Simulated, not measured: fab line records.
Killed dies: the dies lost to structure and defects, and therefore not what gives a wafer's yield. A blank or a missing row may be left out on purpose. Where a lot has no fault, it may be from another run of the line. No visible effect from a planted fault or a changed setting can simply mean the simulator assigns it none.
Code-filled problem report in 8D (eight disciplines) form | flow sky130 | the parts of the form that need people (team, actions taken, sign-off) are left out

== 1. THE PROBLEM ==
Wafers without a fault read 6500.0 W, standard deviation 1.2; cathode_dc_power_W at SKY_CAPM_SPUTTER_02 reads a mean of 6362.4 W on 6 wafers belonging to 2 lots. That is -99 or more standard deviations from the usual mean.
The step: material TiN, target thk 200 nm, time 166.7 s.
Earliest sighting: wafer L191.2 on pvd_sputter-01 at day 41 09:04. At this step, 36 wafers from 12 lots have a number in the record. The rule behind "out" and "out of limits": a value lying over 4 standard deviations away from the usual mean. All remaining wafers that have a number are taken as sound.

== 2. WHAT THIS IS AND IS NOT ==
question                    | is                     | is not
which readings at this step | cathode_dc_power_W     | chamber_pressure_pa, substrate_temp_c, throttle_valve_pct
which lots                  | L191, L192             | L175, L177, L178, L180, L182, L189, L194, L196, L197, L198
which wafers of those lots  | all that have a number | -
read on which tools         | pvd_sputter-01         | pvd_sputter-02, pvd_sputter-04
when                        | from day 41 09:04      | up to then (18 sound wafers); but 12 sound wafers of L194, L196, L197, L198 came after

== 3. WHAT RULES OUT EACH SUSPECT ==
Counting: a tool stays on the suspect list if, at a process step up to the reading, it processed all lots that are out and no sound lot following the first of them.
- pvd_sputter-01 at SKY_CAPM_SPUTTER_02 (material TiN, target thk 200 nm, time 166.7 s): kept. It ran every lot that is out, first L191 (day 41 09:04), and no sound lot after that; its last sound lot up to then is L180 (day 38 00:41). Its own cathode_dc_power_W readings are out on those wafers.
After counting, what remains is pvd_sputter-01 at SKY_CAPM_SPUTTER_02.

== 4. THE CAUSE (what the simulator had put in) ==
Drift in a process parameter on pvd_sputter-01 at SKY_CAPM_SPUTTER_02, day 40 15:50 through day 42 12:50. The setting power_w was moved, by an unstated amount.
This tool alone remained once counting was done.

== 5. SEQUENCE OF EFFECTS, ordered by route ==
Rows list readings where the struck wafers' mean (over those with a number) sits beyond 3 standard deviations from the usual. Scope: only readings with a usual standard deviation given in the record; hours: median across lots of the time from each lot's start at the first step in this table that gives one to its start at this step; sigmas: change in usual standard deviations.
hours | step                | reading            | usual    | on struck wafers | change | sigmas
0     | SKY_CAPM_SPUTTER_02 | cathode_dc_power_W | 6500.0 W | 6362.4           | -137.6 | -99 or more
Process steps it contains:
- SKY_CAPM_SPUTTER_02: material TiN, target thk 200 nm, time 166.7 s.

== 6. WHAT WOULD HAVE CAUGHT IT SOONER ==
First out-of-limits reading in this record: day 41 09:04, which is 17 hours after fault onset at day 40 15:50.
